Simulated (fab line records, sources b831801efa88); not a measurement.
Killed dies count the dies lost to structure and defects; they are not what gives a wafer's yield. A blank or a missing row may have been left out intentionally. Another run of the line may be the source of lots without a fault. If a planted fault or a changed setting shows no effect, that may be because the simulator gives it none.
The tool behind it: which one? :: flow sky130 :: Sampling: 11 lots, 33 wafers, 3 of 708 route steps

## WHAT THE GAUGES READ, wafer by wafer
SKY_RES_PROTECT_TW_MEAS_08. Usual: POLY_GATE_TW typically reads 4061, with standard deviation 36.
lot: L269
measured: day 16 02:03
on: filmMetro-01
POLY_GATE_TW: 4078 4081 4075
flag: 

lot: L270
measured: day 16 03:15
on: filmMetro-02
POLY_GATE_TW: 4043 3993 4008
flag: 

lot: L271
measured: day 18 02:31
on: filmMetro-03
POLY_GATE_TW: 4099 4098 4113
flag: 

lot: L275
measured: day 18 09:58
on: filmMetro-01
POLY_GATE_TW: 4076 4103 4083
flag: 

lot: L279
measured: day 19 07:38
on: filmMetro-02
POLY_GATE_TW: 4020 3987 3999
flag: 

lot: L283
measured: day 21 05:16
on: filmMetro-03
POLY_GATE_TW: 4093 4076 4083
flag: 

lot: L285
measured: day 21 11:07
on: filmMetro-01
POLY_GATE_TW: 4062 4038 4063
flag: 

lot: L286
measured: day 22 06:46
on: filmMetro-01
POLY_GATE_TW: 4070 4059 4063
flag: 

lot: L287
measured: day 22 11:38
on: filmMetro-03
POLY_GATE_TW: 4102 4091 4092
flag: 

lot: L288
measured: day 22 22:18
on: filmMetro-03
POLY_GATE_TW: 4099 4098 4084
flag: 

lot: L290
measured: day 23 10:05
on: filmMetro-02
POLY_GATE_TW: 4027 4031 4031
flag: 

## WHICH TOOL RAN EACH LOT (tool, then ch and the chambers of the sampled wafers, then the start)
lot: L269
SKY_SONOS_ONO_ETCH_15: rieDiel-02 ch 0,1,2, day 13 14:26
SKY_RES_PROTECT_STRIP_07: plasmaAsher-04 ch 0,1, day 16 01:57

lot: L270
SKY_SONOS_ONO_ETCH_15: rieDiel-01 ch 0,3, day 13 17:35
SKY_RES_PROTECT_STRIP_07: plasmaAsher-01 ch 0,1, day 16 03:09

lot: L271
SKY_SONOS_ONO_ETCH_15: rieDiel-02 ch 0,2, day 15 14:34
SKY_RES_PROTECT_STRIP_07: plasmaAsher-04 ch 0,1, day 18 02:24

lot: L275
SKY_SONOS_ONO_ETCH_15: rieDiel-03 ch 0,1,2, day 15 18:07
SKY_RES_PROTECT_STRIP_07: plasmaAsher-01 ch 1, day 18 09:52

lot: L279
SKY_SONOS_ONO_ETCH_15: rieDiel-03 ch 0,1, day 16 12:58
SKY_RES_PROTECT_STRIP_07: plasmaAsher-04 ch 0,1, day 19 07:33

lot: L283
SKY_SONOS_ONO_ETCH_15: rieDiel-03 ch 2,3, day 18 08:22
SKY_RES_PROTECT_STRIP_07: plasmaAsher-04 ch 0,1, day 21 05:10

lot: L285
SKY_SONOS_ONO_ETCH_15: rieDiel-03 ch 0,1,3, day 18 15:07
SKY_RES_PROTECT_STRIP_07: plasmaAsher-04 ch 0,1, day 21 11:01

lot: L286
SKY_SONOS_ONO_ETCH_15: rieDiel-02 ch 1,3, day 19 11:07
SKY_RES_PROTECT_STRIP_07: plasmaAsher-04 ch 0,1, day 22 06:40

lot: L287
SKY_SONOS_ONO_ETCH_15: rieDiel-03 ch 1,2, day 19 18:25
SKY_RES_PROTECT_STRIP_07: plasmaAsher-03 ch 0,1, day 22 11:32

lot: L288
SKY_SONOS_ONO_ETCH_15: rieDiel-03 ch 1,2,3, day 20 03:37
SKY_RES_PROTECT_STRIP_07: plasmaAsher-01 ch 0,1, day 22 22:12

lot: L290
SKY_SONOS_ONO_ETCH_15: rieDiel-01 ch 0,1,2, day 20 15:01
SKY_RES_PROTECT_STRIP_07: plasmaAsher-03 ch 0,1, day 23 09:58
- SKY_SONOS_ONO_ETCH_15: etches the open film in CHF3/O2, target depth 19.52 nm, time 7.8 s.
- SKY_RES_PROTECT_STRIP_07: strips in O2/N2.

## WHAT THE TOOLS THEMSELVES READ (means of the sampled wafers that have a number; where no wafer has one, the mark that the record gives instead)
SKY_SONOS_ONO_ETCH_15. Usual: chf3FlowSccm 49.99 sccm, standard deviation 0.14; drypumpMotorCurrentA 5.8 A, standard deviation 0.34; oesProductAu 1.000 a.u., standard deviation 0.015; throttleValvePct 8.825 %, standard deviation 0.0091.
lot: L269
tool: rieDiel-02
chf3FlowSccm (sccm): 50.06
drypumpMotorCurrentA (A): 5.9
oesProductAu (a.u.): 0.991
throttleValvePct (%): 8.818
flag: 

lot: L270
tool: rieDiel-01
chf3FlowSccm (sccm): 50.07
drypumpMotorCurrentA (A): 5.9
oesProductAu (a.u.): 1.004
throttleValvePct (%): 8.820
flag: 

lot: L271
tool: rieDiel-02
chf3FlowSccm (sccm): 49.92
drypumpMotorCurrentA (A): 6.2
oesProductAu (a.u.): 0.992
throttleValvePct (%): 8.824
flag: 

lot: L275
tool: rieDiel-03
chf3FlowSccm (sccm): 49.95
drypumpMotorCurrentA (A): 5.8
oesProductAu (a.u.): 1.011
throttleValvePct (%): 8.834
flag: 

lot: L279
tool: rieDiel-03
chf3FlowSccm (sccm): 50.04
drypumpMotorCurrentA (A): 6.0
oesProductAu (a.u.): 1.008
throttleValvePct (%): 8.820
flag: 

lot: L283
tool: rieDiel-03
chf3FlowSccm (sccm): 49.96
drypumpMotorCurrentA (A): 5.4
oesProductAu (a.u.): 0.981
throttleValvePct (%): 8.814
flag: 

lot: L285
tool: rieDiel-03
chf3FlowSccm (sccm): 50.01
drypumpMotorCurrentA (A): 5.7
oesProductAu (a.u.): 0.993
throttleValvePct (%): 8.833
flag: 

lot: L286
tool: rieDiel-02
chf3FlowSccm (sccm): 49.93
drypumpMotorCurrentA (A): 5.5
oesProductAu (a.u.): 0.995
throttleValvePct (%): 8.826
flag: 

lot: L287
tool: rieDiel-03
chf3FlowSccm (sccm): 49.90
drypumpMotorCurrentA (A): 6.0
oesProductAu (a.u.): 1.002
throttleValvePct (%): 8.826
flag: 

lot: L288
tool: rieDiel-03
chf3FlowSccm (sccm): 50.09
drypumpMotorCurrentA (A): 5.7
oesProductAu (a.u.): 0.992
throttleValvePct (%): 8.822
flag: 

lot: L290
tool: rieDiel-01
chf3FlowSccm (sccm): 49.97
drypumpMotorCurrentA (A): 5.8
oesProductAu (a.u.): 0.998
throttleValvePct (%): 8.822
flag: 

SKY_RES_PROTECT_STRIP_07. Usual: drypumpMotorCurrentA 5.8 A, standard deviation 0.32; oesProductAu 0.515 a.u., standard deviation 0.0045; stripTimeToEndpointS 23.44 s, standard deviation 0.042.
lot: L269
tool: plasmaAsher-04
drypumpMotorCurrentA (A): 5.8
oesProductAu (a.u.): 0.515
stripTimeToEndpointS (s): 23.40
flag: 

lot: L270
tool: plasmaAsher-01
drypumpMotorCurrentA (A): 6.2
oesProductAu (a.u.): 0.515
stripTimeToEndpointS (s): 23.39
flag: 

lot: L271
tool: plasmaAsher-04
drypumpMotorCurrentA (A): 6.0
oesProductAu (a.u.): 0.516
stripTimeToEndpointS (s): 23.46
flag: 

lot: L275
tool: plasmaAsher-01
drypumpMotorCurrentA (A): 6.3
oesProductAu (a.u.): 0.517
stripTimeToEndpointS (s): 23.45
flag: 

lot: L279
tool: plasmaAsher-04
drypumpMotorCurrentA (A): 6.0
oesProductAu (a.u.): 0.515
stripTimeToEndpointS (s): 23.37
flag: 

lot: L283
tool: plasmaAsher-04
drypumpMotorCurrentA (A): 5.8
oesProductAu (a.u.): 0.519
stripTimeToEndpointS (s): 23.44
flag: 

lot: L285
tool: plasmaAsher-04
drypumpMotorCurrentA (A): 6.0
oesProductAu (a.u.): 0.510
stripTimeToEndpointS (s): 23.38
flag: 

lot: L286
tool: plasmaAsher-04
drypumpMotorCurrentA (A): 5.8
oesProductAu (a.u.): 0.516
stripTimeToEndpointS (s): 23.47
flag: 

lot: L287
tool: plasmaAsher-03
drypumpMotorCurrentA (A): 5.6
oesProductAu (a.u.): 0.516
stripTimeToEndpointS (s): 23.45
flag: 

lot: L288
tool: plasmaAsher-01
drypumpMotorCurrentA (A): 6.1
oesProductAu (a.u.): 0.517
stripTimeToEndpointS (s): 23.42
flag: 

lot: L290
tool: plasmaAsher-03
drypumpMotorCurrentA (A): 5.5
oesProductAu (a.u.): 0.518
stripTimeToEndpointS (s): 23.47
flag: 

## THE ANSWER, worked out from the rows above alone
Rule: a lot counts as off when the mean over its wafers that have a number is more than 3 standard deviations away from the usual mean. A lot without any number at a reading at which 4 lots or more have one is off too. Where the step has rows for the other lots, those lots are counted as sound. Order of review: gauges by route order, followed by the tools' own readings, for which a lot's mean as printed above is used. At the first step where some lot is off, the reading lying furthest off is the one used; lots without a number count as furthest.
No lot is off on any of the readings shown, so nothing can be concluded from this.

## WHAT THE SIMULATOR PUT IN
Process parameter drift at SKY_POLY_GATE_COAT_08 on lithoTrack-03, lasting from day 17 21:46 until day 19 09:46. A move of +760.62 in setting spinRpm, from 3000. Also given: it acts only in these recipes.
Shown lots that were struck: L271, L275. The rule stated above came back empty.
